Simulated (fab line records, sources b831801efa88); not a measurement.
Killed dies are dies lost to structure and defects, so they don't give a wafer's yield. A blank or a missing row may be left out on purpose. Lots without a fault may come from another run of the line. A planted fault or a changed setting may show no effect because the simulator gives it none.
A struck lot beside a sound one | flow gf180mcu | 16 steps out of a route of 602
Sound: wafers L197.2, L197.5, L197.6. Struck: wafers L213.2, L213.3, L213.4. The cause comes at the end.
At each step with rows: each side's tool, then ch and its chambers, then its first start. Under that, the readings that differ: sound wafers | struck wafers | difference of the means | sigmas: that difference in standard deviations of wafers without a fault.
alike: readings whose means differ by less than 2 such deviations, and words and numbers that are the same on both sides. not compared: withheld readings, readings that some wafer has no value for, bounds like >300 that may hide the same value, and numbers for which the record gives no deviation and whose values overlap.
The two part at a step that has a row with sigmas, a row that says differs or no value, or rows on one side only. Numbers that don't overlap but have no deviation are shown without sigmas and don't part them. A reading that every wafer of one side lacks parts them only if that side has two wafers or more.

GF_VT_IMPLANT_OVL_MEAS_07:
  sound on overlay-01, day 6 04:00; struck on overlay-02, day 10 07:50
  alike: VT_IMPLANT_OVL
then, 1 step without rows for these wafers: GF_VT_IMPLANT_IMPLANT_08.
GF_VT_IMPLANT_STRIP_09: strips in O2/N2.
  sound on plasma_asher-04 ch 0,1, day 6 04:11; struck on plasma_asher-01 ch 0,1, day 10 08:01
  alike: drypump_motor_current_A, heater_power_w, oes_product_au, strip_time_to_endpoint_s
  not compared: rf_hours_counter_h
GF_VT_IMPLANT_TW_MEAS_10:
  sound on film_metro-04, day 6 04:17; struck on film_metro-02, day 10 08:08
  alike: VT_IMPLANT_TW
then, 7 steps without rows for these wafers: GF_VT_IMPLANT_DEHYDRATE_11 (time 60 s); GF_VT_IMPLANT_HMDS_12 (prime time 60 s); GF_VT_IMPLANT_COAT_13 (resist thk 1000 nm); GF_VT_IMPLANT_SOFTBAKE_14 (time 60 s); GF_VT_IMPLANT_EXPOSE_15 (exposes mask Nwell LV AREA, target cd 860 nm); GF_VT_IMPLANT_PEB_16; GF_VT_IMPLANT_DEVELOP_17 (develop time 60 s).
GF_VT_IMPLANT_OVL_MEAS_18:
  sound on overlay-02, day 6 18:36; struck on overlay-02, day 11 02:34
  alike: VT_IMPLANT_01_OVL
GF_VT_IMPLANT_IMPLANT_19:
  sound on implanter-02 ch 0, day 6 18:39; struck on implanter-03 ch 0, day 11 02:37
  reading                   | sound                | struck               | difference | sigmas
  beam_energy_keV           | 99.978 100.06 99.975 | 97.090 97.100 97.049 | -2.925     | -99 or more
  model.implant.drp_nm (nm) | 24.08 24.08 24.08    | 23.51 23.51 23.51    | -0.57      |
  alike: tilt_deg
GF_VT_IMPLANT_STRIP_20: strips in O2/N2.
  sound on plasma_asher-01 ch 0,1, day 6 18:47; struck on plasma_asher-03 ch 0,1, day 11 02:44
  reading                      | sound             | struck            | difference | sigmas
  strip_time_to_endpoint_s (s) | 12.70 12.69 12.68 | 12.61 12.62 12.58 | -0.09      | -2
  alike: drypump_motor_current_A, heater_power_w, oes_product_au
  not compared: rf_hours_counter_h
GF_VT_IMPLANT_TW_MEAS_21:
  sound on film_metro-04, day 6 18:53; struck on film_metro-04, day 11 02:51
  reading         | sound          | struck         | difference | sigmas
  VT_IMPLANT_2_TW | 1235 1219 1222 | 1207 1210 1209 | -17        | -3
  not compared: hold
GF_PASSIVATION_PROBE_99:
  the record has rows for the sound wafers here (prober-02, day 29 21:22) and none for the struck ones

WHERE THEY PART
First at GF_VT_IMPLANT_IMPLANT_19; last, within this record, at GF_PASSIVATION_PROBE_99.

WHY: what the simulator had put in
Process parameter drift: implanter-03, from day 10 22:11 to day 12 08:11, at GF_VT_IMPLANT_IMPLANT_19. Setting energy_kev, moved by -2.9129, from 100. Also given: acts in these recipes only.
